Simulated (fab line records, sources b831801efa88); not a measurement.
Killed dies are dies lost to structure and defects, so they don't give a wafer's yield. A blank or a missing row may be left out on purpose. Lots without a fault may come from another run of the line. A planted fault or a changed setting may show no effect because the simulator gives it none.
Split-lot experiment | flow gf180mcu | 5 lots, 23 wafers read, on a route of 602 steps

THE SPLIT
At GF_DUAL_GATE_OXIDATION_02 (stabilise 600 s, purge 300 s, target thk 10.887 nm), the setting temp_c was moved away from the recipe's 900 C on 20 of the 23 wafers read, by -0.8% to +0.7%. The other wafers ran this setting at the recipe's value.

The file shows no step between the split and the reading.

THE READING
DUAL_GATE_OXIDATION_00_THK, in nm, at GF_DUAL_GATE_THK_MEAS_03. Fault-free wafers of this fab line usually give 10.90 nm, standard deviation 0.22 nm.

wafer  | tool, chamber at the split | temp_c as run, C | against the recipe | DUAL_GATE_OXIDATION_00_THK, nm | against lot-mates on the recipe
L075.1 | -, -                       | 896.6            | -0.4%              | 10.58                          | no lot-mate on the recipe
L075.2 | -, -                       | 896.6            | -0.4%              | 10.43                          | no lot-mate on the recipe
L075.3 | -, -                       | 896.6            | -0.4%              | 10.60                          | no lot-mate on the recipe
L075.4 | -, -                       | 896.6            | -0.4%              | 10.56                          | no lot-mate on the recipe
L075.6 | -, -                       | 896.6            | -0.4%              | 10.65                          | no lot-mate on the recipe
L079.1 | -, -                       | 897.5            | -0.3%              | 10.38                          | no lot-mate on the recipe
L079.2 | -, -                       | 897.5            | -0.3%              | 10.28                          | no lot-mate on the recipe
L079.3 | -, -                       | 897.5            | -0.3%              | 10.21                          | no lot-mate on the recipe
L079.4 | -, -                       | 897.5            | -0.3%              | 10.25                          | no lot-mate on the recipe
L079.5 | -, -                       | 897.5            | -0.3%              | 10.34                          | no lot-mate on the recipe
L078.2 | -, -                       | 906.6            | +0.7%              | 11.80                          | no lot-mate on the recipe
L078.3 | -, -                       | 906.6            | +0.7%              | 11.63                          | no lot-mate on the recipe
L078.4 | -, -                       | 906.6            | +0.7%              | 11.35                          | no lot-mate on the recipe
L078.5 | -, -                       | 906.6            | +0.7%              | 11.67                          | no lot-mate on the recipe
L078.6 | -, -                       | 906.6            | +0.7%              | 11.78                          | no lot-mate on the recipe
L082.1 | -, -                       | 892.9            | -0.8%              | 9.86                           | no lot-mate on the recipe
L082.2 | -, -                       | 892.9            | -0.8%              | 9.79                           | no lot-mate on the recipe
L082.3 | -, -                       | 892.9            | -0.8%              | 9.68                           | no lot-mate on the recipe
L082.4 | -, -                       | 892.9            | -0.8%              | 9.80                           | no lot-mate on the recipe
L082.6 | -, -                       | 892.9            | -0.8%              | 9.66                           | no lot-mate on the recipe
L085.2 | furnace-02, 0              | 900              | recipe             | 10.81                          | -
L085.3 | furnace-02, 0              | 900              | recipe             | 10.81                          | -
L085.4 | furnace-02, 0              | 900              | recipe             | 10.71                          | -

THE FIT
A straight line over all 23 wafers: DUAL_GATE_OXIDATION_00_THK changes by +1.2 nm for each +1% of temp_c; r = +0.97; the points scatter about the line by 0.17 nm.
Too few moved wafers have a lot-mate on the recipe to fit a line with each lot's own level taken away.

THE WHOLE CHAIN: every reading that the file lists as answering this split, in the file's order
step                      | what it does                                       | reading                                                                                | change (the file's fit)              | r (the file's)
GF_DUAL_GATE_OXIDATION_02 | stabilise 600 s, purge 300 s, target thk 10.887 nm | SiO2_of_DUAL_GATE_OXIDATION_02.thk_nm (the simulator's own value, which no gauge read) | +1.21 nm for each +1% of the setting | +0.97
GF_DUAL_GATE_THK_MEAS_03  |                                                    | DUAL_GATE_OXIDATION_00_THK                                                             | +1.2 for each +1% of the setting     | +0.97
GF_DUAL_GATE_OXIDATION_15 | stabilise 600 s, purge 300 s, target thk 7.098 nm  | SiO2_of_DUAL_GATE_OXIDATION_02.thk_nm (the simulator's own value, which no gauge read) | +1.06 nm for each +1% of the setting | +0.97

THE FILE'S OWN FIT
DUAL_GATE_OXIDATION_00_THK changes by +1.2 nm for each +1% of temp_c, r = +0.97.
